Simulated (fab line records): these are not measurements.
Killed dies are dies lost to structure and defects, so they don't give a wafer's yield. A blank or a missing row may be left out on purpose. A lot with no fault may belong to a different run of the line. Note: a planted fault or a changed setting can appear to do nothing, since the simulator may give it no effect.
The tool behind it: which one? | flow sky130 | 11 lots (33 wafers sampled), 1 step of a 708-step route

== WHAT THE GAUGES READ, wafer by wafer ==
SKY_LI_CONTACT_THK_MEAS_23: measures by xrf.
lot  | measured     | on            | LI_CONTACT_W_THK (nm)
L273 | day 30 22:04 | film-metro-04 | 386 383 380
L274 | day 31 00:38 | film-metro-04 | 386 380 378
L276 | day 31 19:14 | film-metro-03 | 385 387 385
L278 | day 32 16:04 | film-metro-04 | 377 375 365
L282 | day 33 23:31 | film-metro-01 | 382 376 374
L284 | day 34 08:10 | film-metro-01 | 370 376 374
L283 | day 34 11:11 | film-metro-04 | 375 372 377
L287 | day 35 09:28 | film-metro-01 | 373 374 368
L288 | day 35 11:31 | film-metro-01 | 376 370 373
L289 | day 36 00:32 | film-metro-04 | 379 375 373
L292 | day 36 12:52 | film-metro-04 | 376 378 381

== TOOL THAT RAN EACH LOT (tool first, then ch and the chambers of the sampled wafers, then the start) ==
The record shows no process step preceding these readings.

== AS READ BY THE TOOLS THEMSELVES (means over the sampled wafers that have a number; for cases with no such wafer, the mark the record gives instead) ==
The record holds no such reading with a usual standard deviation.

== THE ANSWER, worked out from the rows above alone ==
Rule: what is usual is taken from the lots themselves. The widest of any qualifying gaps counts: lots, ordered by their means at a reading, are off when they make up no more than a third of the lots, leave a main group of 4 or more, and stand apart from it by 3 or more times the standard deviation of that group's means. A main group whose means are all the same, to the digits that the tables above print for the reading, isn't used. A lot without any number at a reading at which 4 lots or more have one is off too. All remaining lots with rows at the step are treated as sound. After the gauges, taken in route order, come the tools' own readings; for these a lot's mean is taken, as printed above. The first step at which some lot is off is used, and at that step the reading that is off furthest; a lot without a number counts as furthest.
Across all readings shown, no lot is off: no conclusion can be drawn from this.

== WHAT THE SIMULATOR HAD PUT IN ==
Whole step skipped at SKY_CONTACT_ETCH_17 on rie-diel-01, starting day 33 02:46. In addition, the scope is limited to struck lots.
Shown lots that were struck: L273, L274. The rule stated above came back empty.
